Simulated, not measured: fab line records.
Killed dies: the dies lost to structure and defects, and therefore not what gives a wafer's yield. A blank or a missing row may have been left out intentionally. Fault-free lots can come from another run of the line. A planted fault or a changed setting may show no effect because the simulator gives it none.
What tool caused it? || flow gf180mcu || Sampling: 11 lots, 33 wafers, 6 of 602 route steps

WHAT THE GAUGES SHOWED, per wafer
GF_STI_THK_MEAS_30. Usual: for STI_OXIDATION_02_THK the level is 9.92 nm and the standard deviation is 0.2.
{"lot": "L779", "measured": "day 2 17:25", "on": "film_metro-03", "STI_OXIDATION_02_THK (nm)": "9.98 10.01 10.18", "flag": ""}
{"lot": "L782", "measured": "day 3 05:03", "on": "film_metro-03", "STI_OXIDATION_02_THK (nm)": "9.93 9.70 9.92", "flag": ""}
{"lot": "L781", "measured": "day 3 05:05", "on": "film_metro-04", "STI_OXIDATION_02_THK (nm)": "10.02 10.14 10.01", "flag": ""}
{"lot": "L786", "measured": "day 4 00:33", "on": "film_metro-04", "STI_OXIDATION_02_THK (nm)": "9.60 9.46 9.63", "flag": ""}
{"lot": "L789", "measured": "day 4 16:58", "on": "film_metro-04", "STI_OXIDATION_02_THK (nm)": "10.03 10.04 10.12", "flag": ""}
{"lot": "L790", "measured": "day 4 20:55", "on": "film_metro-03", "STI_OXIDATION_02_THK (nm)": "9.77 9.90 9.76", "flag": ""}
{"lot": "L793", "measured": "day 5 18:37", "on": "film_metro-03", "STI_OXIDATION_02_THK (nm)": "9.93 9.81 9.83", "flag": ""}
{"lot": "L798", "measured": "day 7 03:55", "on": "film_metro-02", "STI_OXIDATION_02_THK (nm)": "9.91 9.86 9.91", "flag": ""}
{"lot": "L799", "measured": "day 7 03:55", "on": "film_metro-04", "STI_OXIDATION_02_THK (nm)": "9.80 9.58 9.74", "flag": ""}
{"lot": "L800", "measured": "day 7 15:42", "on": "film_metro-04", "STI_OXIDATION_02_THK (nm)": "10.15 10.27 10.15", "flag": ""}
{"lot": "L801", "measured": "day 7 17:05", "on": "film_metro-03", "STI_OXIDATION_02_THK (nm)": "10.07 10.03 9.99", "flag": ""}

GF_MVSD_TW_MEAS_11. Usual: for MVSD_TW the level is 1572 and the standard deviation is 26.
{"lot": "L779", "measured": "day 4 22:51", "on": "film_metro-03", "MVSD_TW": "1598 1602 1603", "flag": ""}
{"lot": "L782", "measured": "day 5 10:39", "on": "film_metro-01", "MVSD_TW": "1563 1567 1567", "flag": ""}
{"lot": "L781", "measured": "day 5 11:01", "on": "film_metro-01", "MVSD_TW": "1567 1566 1569", "flag": ""}
{"lot": "L786", "measured": "day 6 08:41", "on": "film_metro-01", "MVSD_TW": "1550 1550 1557", "flag": ""}
{"lot": "L789", "measured": "day 7 01:25", "on": "film_metro-03", "MVSD_TW": "1786 1792 1790", "flag": "OFF"}
{"lot": "L790", "measured": "day 7 04:15", "on": "film_metro-01", "MVSD_TW": "1736 1745 1738", "flag": "OFF"}
{"lot": "L793", "measured": "day 8 05:16", "on": "film_metro-01", "MVSD_TW": "1560 1555 1559", "flag": ""}
{"lot": "L798", "measured": "day 9 22:08", "on": "film_metro-03", "MVSD_TW": "1607 1612 1610", "flag": ""}
{"lot": "L799", "measured": "day 9 21:42", "on": "film_metro-03", "MVSD_TW": "1596 1608 1616", "flag": ""}
{"lot": "L800", "measured": "day 10 12:11", "on": "film_metro-01", "MVSD_TW": "1564 1560 1557", "flag": ""}
{"lot": "L801", "measured": "day 10 14:29", "on": "film_metro-02", "MVSD_TW": "1539 1532 1529", "flag": ""}

GF_VT_IMPLANT_RS_MEAS_46: uses a four-point probe to measure. Usual: for MVSD_RS the level is 456.6 ohm/sq and the standard deviation is 1.1.
{"lot": "L779", "measured": "day 7 23:25", "on": "film_metro-02", "MVSD_RS (ohm/sq)": "456.1 455.7 456.3", "flag": ""}
{"lot": "L782", "measured": "day 8 11:00", "on": "film_metro-03", "MVSD_RS (ohm/sq)": "457.6 457.4 456.7", "flag": ""}
{"lot": "L781", "measured": "day 8 11:59", "on": "film_metro-01", "MVSD_RS (ohm/sq)": "456.8 457.9 456.8", "flag": ""}
{"lot": "L786", "measured": "day 9 14:20", "on": "film_metro-03", "MVSD_RS (ohm/sq)": "458.1 458.2 456.9", "flag": ""}
{"lot": "L789", "measured": "day 10 13:22", "on": "film_metro-01", "MVSD_RS (ohm/sq)": "- - -", "flag": "OFF"}
{"lot": "L790", "measured": "day 10 15:19", "on": "film_metro-01", "MVSD_RS (ohm/sq)": "- - -", "flag": "OFF"}
{"lot": "L793", "measured": "day 11 21:07", "on": "film_metro-02", "MVSD_RS (ohm/sq)": "455.8 454.8 457.4", "flag": ""}
{"lot": "L798", "measured": "day 13 22:21", "on": "film_metro-03", "MVSD_RS (ohm/sq)": "455.6 455.9 457.0", "flag": ""}
{"lot": "L799", "measured": "day 13 21:00", "on": "film_metro-03", "MVSD_RS (ohm/sq)": "455.5 455.2 454.7", "flag": ""}
{"lot": "L800", "measured": "day 14 13:14", "on": "film_metro-01", "MVSD_RS (ohm/sq)": "456.6 456.0 455.6", "flag": ""}
{"lot": "L801", "measured": "day 14 16:51", "on": "film_metro-01", "MVSD_RS (ohm/sq)": "456.7 459.1 457.3", "flag": ""}

WHAT TOOL EACH LOT RAN ON (gives the tool, then ch and the chambers of the sampled wafers, and finally the start)
{"lot": "L779", "GF_NWELL_STRIP_10": "plasma_asher-04 ch 0,1, day 3 19:31", "GF_MVSD_IMPLANT_08": "implanter-03 ch 0, day 4 22:30", "GF_MVPSD_STRIP_10": "plasma_asher-01 ch 0,1, day 5 13:07"}
{"lot": "L782", "GF_NWELL_STRIP_10": "plasma_asher-02 ch 0,1, day 4 07:05", "GF_MVSD_IMPLANT_08": "implanter-03 ch 0, day 5 10:15", "GF_MVPSD_STRIP_10": "plasma_asher-03 ch 0,1, day 6 00:33"}
{"lot": "L781", "GF_NWELL_STRIP_10": "plasma_asher-01 ch 0,1, day 4 07:56", "GF_MVSD_IMPLANT_08": "implanter-03 ch 0, day 5 10:37", "GF_MVPSD_STRIP_10": "plasma_asher-01 ch 0,1, day 6 00:38"}
{"lot": "L786", "GF_NWELL_STRIP_10": "plasma_asher-02 ch 0,1, day 5 04:10", "GF_MVSD_IMPLANT_08": "implanter-02 ch 0, day 6 08:19", "GF_MVPSD_STRIP_10": "plasma_asher-02 ch 0,1, day 6 23:23"}
{"lot": "L789", "GF_NWELL_STRIP_10": "plasma_asher-01 ch 0,1, day 5 20:34", "GF_MVSD_IMPLANT_08": "implanter-03 ch 0, day 7 01:02", "GF_MVPSD_STRIP_10": "plasma_asher-03 ch 0,1, day 7 16:28"}
{"lot": "L790", "GF_NWELL_STRIP_10": "plasma_asher-02 ch 0,1, day 6 00:23", "GF_MVSD_IMPLANT_08": "implanter-03 ch 0, day 7 03:52", "GF_MVPSD_STRIP_10": "plasma_asher-03 ch 0,1, day 7 19:17"}
{"lot": "L793", "GF_NWELL_STRIP_10": "plasma_asher-01 ch 0,1, day 6 23:06", "GF_MVSD_IMPLANT_08": "implanter-02 ch 0, day 8 04:55", "GF_MVPSD_STRIP_10": "plasma_asher-02 ch 0,1, day 8 21:04"}
{"lot": "L798", "GF_NWELL_STRIP_10": "plasma_asher-01 ch 0,1, day 8 11:31", "GF_MVSD_IMPLANT_08": "implanter-04 ch 0, day 9 21:44", "GF_MVPSD_STRIP_10": "plasma_asher-03 ch 0,1, day 10 15:47"}
{"lot": "L799", "GF_NWELL_STRIP_10": "plasma_asher-02 ch 0,1, day 8 11:14", "GF_MVSD_IMPLANT_08": "implanter-02 ch 0, day 9 21:19", "GF_MVPSD_STRIP_10": "plasma_asher-01 ch 1, day 10 15:26"}
{"lot": "L800", "GF_NWELL_STRIP_10": "plasma_asher-01 ch 0,1, day 9 00:40", "GF_MVSD_IMPLANT_08": "implanter-04 ch 0, day 10 11:47", "GF_MVPSD_STRIP_10": "plasma_asher-01 ch 0,1, day 11 06:16"}
{"lot": "L801", "GF_NWELL_STRIP_10": "plasma_asher-04 ch 0,1, day 9 02:19", "GF_MVSD_IMPLANT_08": "implanter-03 ch 0, day 10 14:05", "GF_MVPSD_STRIP_10": "plasma_asher-03 ch 0,1, day 11 09:07"}
- GF_NWELL_STRIP_10: strips in O2/N2.
- GF_MVSD_IMPLANT_08
- GF_MVPSD_STRIP_10: strips in O2/N2.

WHAT THE TOOLS THEMSELVES READ (means of the sampled wafers that have a number; where no wafer has one, the mark that the record gives instead)
GF_NWELL_STRIP_10. Usual: chamber_pressure_mTorr 1499.9 mTorr, standard deviation 1.4; drypump_motor_current_A 5.63 A, standard deviation 0.26; heater_power_w 315 W, standard deviation 25; oes_product_au 0.722 a.u., standard deviation 0.0044; strip_time_to_endpoint_s 36.98 s, standard deviation 0.091.
{"lot": "L779", "tool": "plasma_asher-04", "chamber_pressure_mTorr (mTorr)": 1500.6, "drypump_motor_current_A (A)": 5.67, "heater_power_w (W)": 332, "oes_product_au (a.u.)": 0.723, "strip_time_to_endpoint_s (s)": 36.98, "flag": ""}
{"lot": "L782", "tool": "plasma_asher-02", "chamber_pressure_mTorr (mTorr)": 1499.2, "drypump_motor_current_A (A)": 5.42, "heater_power_w (W)": 316, "oes_product_au (a.u.)": 0.723, "strip_time_to_endpoint_s (s)": 37.01, "flag": ""}
{"lot": "L781", "tool": "plasma_asher-01", "chamber_pressure_mTorr (mTorr)": 1498.6, "drypump_motor_current_A (A)": 5.68, "heater_power_w (W)": 300, "oes_product_au (a.u.)": 0.717, "strip_time_to_endpoint_s (s)": 36.83, "flag": ""}
{"lot": "L786", "tool": "plasma_asher-02", "chamber_pressure_mTorr (mTorr)": 1500.7, "drypump_motor_current_A (A)": 5.40, "heater_power_w (W)": 316, "oes_product_au (a.u.)": 0.721, "strip_time_to_endpoint_s (s)": 36.78, "flag": ""}
{"lot": "L789", "tool": "plasma_asher-01", "chamber_pressure_mTorr (mTorr)": 1499.6, "drypump_motor_current_A (A)": 5.82, "heater_power_w (W)": 296, "oes_product_au (a.u.)": 0.727, "strip_time_to_endpoint_s (s)": 36.99, "flag": ""}
{"lot": "L790", "tool": "plasma_asher-02", "chamber_pressure_mTorr (mTorr)": 1498.8, "drypump_motor_current_A (A)": 5.41, "heater_power_w (W)": 321, "oes_product_au (a.u.)": 0.724, "strip_time_to_endpoint_s (s)": 37.04, "flag": ""}
{"lot": "L793", "tool": "plasma_asher-01", "chamber_pressure_mTorr (mTorr)": 1500.0, "drypump_motor_current_A (A)": 5.70, "heater_power_w (W)": 303, "oes_product_au (a.u.)": 0.719, "strip_time_to_endpoint_s (s)": 37.01, "flag": ""}
{"lot": "L798", "tool": "plasma_asher-01", "chamber_pressure_mTorr (mTorr)": 1499.9, "drypump_motor_current_A (A)": 5.68, "heater_power_w (W)": 300, "oes_product_au (a.u.)": 0.721, "strip_time_to_endpoint_s (s)": 37.04, "flag": ""}
{"lot": "L799", "tool": "plasma_asher-02", "chamber_pressure_mTorr (mTorr)": 1499.4, "drypump_motor_current_A (A)": 5.59, "heater_power_w (W)": 320, "oes_product_au (a.u.)": 0.721, "strip_time_to_endpoint_s (s)": 37.06, "flag": ""}
{"lot": "L800", "tool": "plasma_asher-01", "chamber_pressure_mTorr (mTorr)": 1501.1, "drypump_motor_current_A (A)": 5.85, "heater_power_w (W)": 291, "oes_product_au (a.u.)": 0.721, "strip_time_to_endpoint_s (s)": 36.96, "flag": ""}
{"lot": "L801", "tool": "plasma_asher-04", "chamber_pressure_mTorr (mTorr)": 1500.2, "drypump_motor_current_A (A)": 5.67, "heater_power_w (W)": 338, "oes_product_au (a.u.)": 0.718, "strip_time_to_endpoint_s (s)": 37.11, "flag": ""}

GF_MVSD_IMPLANT_08. Usual: tilt_deg 0.000 degrees, standard deviation 0.019.
{"lot": "L779", "tool": "implanter-03", "tilt_deg (degrees)": 0.014, "flag": ""}
{"lot": "L782", "tool": "implanter-03", "tilt_deg (degrees)": 0.002, "flag": ""}
{"lot": "L781", "tool": "implanter-03", "tilt_deg (degrees)": 0.027, "flag": ""}
{"lot": "L786", "tool": "implanter-02", "tilt_deg (degrees)": 0.014, "flag": ""}
{"lot": "L789", "tool": "implanter-03", "tilt_deg (degrees)": 18.532, "flag": "OFF"}
{"lot": "L790", "tool": "implanter-03", "tilt_deg (degrees)": 18.553, "flag": "OFF"}
{"lot": "L793", "tool": "implanter-02", "tilt_deg (degrees)": -0.023, "flag": ""}
{"lot": "L798", "tool": "implanter-04", "tilt_deg (degrees)": -0.013, "flag": ""}
{"lot": "L799", "tool": "implanter-02", "tilt_deg (degrees)": -0.020, "flag": ""}
{"lot": "L800", "tool": "implanter-04", "tilt_deg (degrees)": 0.006, "flag": ""}
{"lot": "L801", "tool": "implanter-03", "tilt_deg (degrees)": -0.012, "flag": ""}

GF_MVPSD_STRIP_10. Usual: chamber_pressure_mTorr 1500.0 mTorr, standard deviation 1.4; drypump_motor_current_A 5.8 A, standard deviation 0.39; heater_power_w 307 W, standard deviation 12; oes_product_au 0.723 a.u., standard deviation 0.0042; strip_time_to_endpoint_s 37.00 s, standard deviation 0.11.
{"lot": "L779", "tool": "plasma_asher-01", "chamber_pressure_mTorr (mTorr)": 1499.9, "drypump_motor_current_A (A)": 5.8, "heater_power_w (W)": 294, "oes_product_au (a.u.)": 0.725, "strip_time_to_endpoint_s (s)": 36.92, "flag": ""}
{"lot": "L782", "tool": "plasma_asher-03", "chamber_pressure_mTorr (mTorr)": 1501.1, "drypump_motor_current_A (A)": 6.3, "heater_power_w (W)": 308, "oes_product_au (a.u.)": 0.724, "strip_time_to_endpoint_s (s)": 36.87, "flag": ""}
{"lot": "L781", "tool": "plasma_asher-01", "chamber_pressure_mTorr (mTorr)": 1499.0, "drypump_motor_current_A (A)": 5.7, "heater_power_w (W)": 300, "oes_product_au (a.u.)": 0.724, "strip_time_to_endpoint_s (s)": 36.96, "flag": ""}
{"lot": "L786", "tool": "plasma_asher-02", "chamber_pressure_mTorr (mTorr)": 1500.7, "drypump_motor_current_A (A)": 5.5, "heater_power_w (W)": 314, "oes_product_au (a.u.)": 0.726, "strip_time_to_endpoint_s (s)": 37.06, "flag": ""}
{"lot": "L789", "tool": "plasma_asher-03", "chamber_pressure_mTorr (mTorr)": 1500.2, "drypump_motor_current_A (A)": 6.4, "heater_power_w (W)": 302, "oes_product_au (a.u.)": 0.723, "strip_time_to_endpoint_s (s)": 37.09, "flag": ""}
{"lot": "L790", "tool": "plasma_asher-03", "chamber_pressure_mTorr (mTorr)": 1500.2, "drypump_motor_current_A (A)": 6.1, "heater_power_w (W)": 310, "oes_product_au (a.u.)": 0.723, "strip_time_to_endpoint_s (s)": 37.15, "flag": ""}
{"lot": "L793", "tool": "plasma_asher-02", "chamber_pressure_mTorr (mTorr)": 1499.4, "drypump_motor_current_A (A)": 5.6, "heater_power_w (W)": 322, "oes_product_au (a.u.)": 0.723, "strip_time_to_endpoint_s (s)": 37.11, "flag": ""}
{"lot": "L798", "tool": "plasma_asher-03", "chamber_pressure_mTorr (mTorr)": 1499.5, "drypump_motor_current_A (A)": 6.4, "heater_power_w (W)": 306, "oes_product_au (a.u.)": 0.719, "strip_time_to_endpoint_s (s)": 36.98, "flag": ""}
{"lot": "L799", "tool": "plasma_asher-01", "chamber_pressure_mTorr (mTorr)": 1499.4, "drypump_motor_current_A (A)": 5.5, "heater_power_w (W)": 301, "oes_product_au (a.u.)": 0.724, "strip_time_to_endpoint_s (s)": 37.04, "flag": ""}
{"lot": "L800", "tool": "plasma_asher-01", "chamber_pressure_mTorr (mTorr)": 1499.6, "drypump_motor_current_A (A)": 5.7, "heater_power_w (W)": 297, "oes_product_au (a.u.)": 0.724, "strip_time_to_endpoint_s (s)": 36.97, "flag": ""}
{"lot": "L801", "tool": "plasma_asher-03", "chamber_pressure_mTorr (mTorr)": 1500.3, "drypump_motor_current_A (A)": 6.1, "heater_power_w (W)": 310, "oes_product_au (a.u.)": 0.719, "strip_time_to_endpoint_s (s)": 37.11, "flag": ""}

THE ANSWER, worked out from the rows above alone
Rule: lot off if the mean of its wafers having a number is beyond 3 standard deviations from the usual mean. Also off: a lot with no number at a reading for which 4 or more lots have one. The other lots that the step has rows for count as sound. The gauges are gone through in route order, then the tools' own readings, and for those a lot's mean is taken as printed above. The first step at which some lot is off is used, and at that step the reading that is off furthest; a lot without a number counts as furthest.
Off: L789, L790, seen at GF_MVSD_TW_MEAS_11 (MVSD_TW).
If a tool, at a process step before that reading, ran all the lots that are off and no sound lot after the first of them, it fits. The gauges at GF_MVSD_TW_MEAS_11 aren't tried: what is off there is off at GF_MVSD_IMPLANT_08 too, on other tools, and a gauge's error can't cause that. Not one of the candidates tried fits.

WHAT THE SIMULATOR PUT IN
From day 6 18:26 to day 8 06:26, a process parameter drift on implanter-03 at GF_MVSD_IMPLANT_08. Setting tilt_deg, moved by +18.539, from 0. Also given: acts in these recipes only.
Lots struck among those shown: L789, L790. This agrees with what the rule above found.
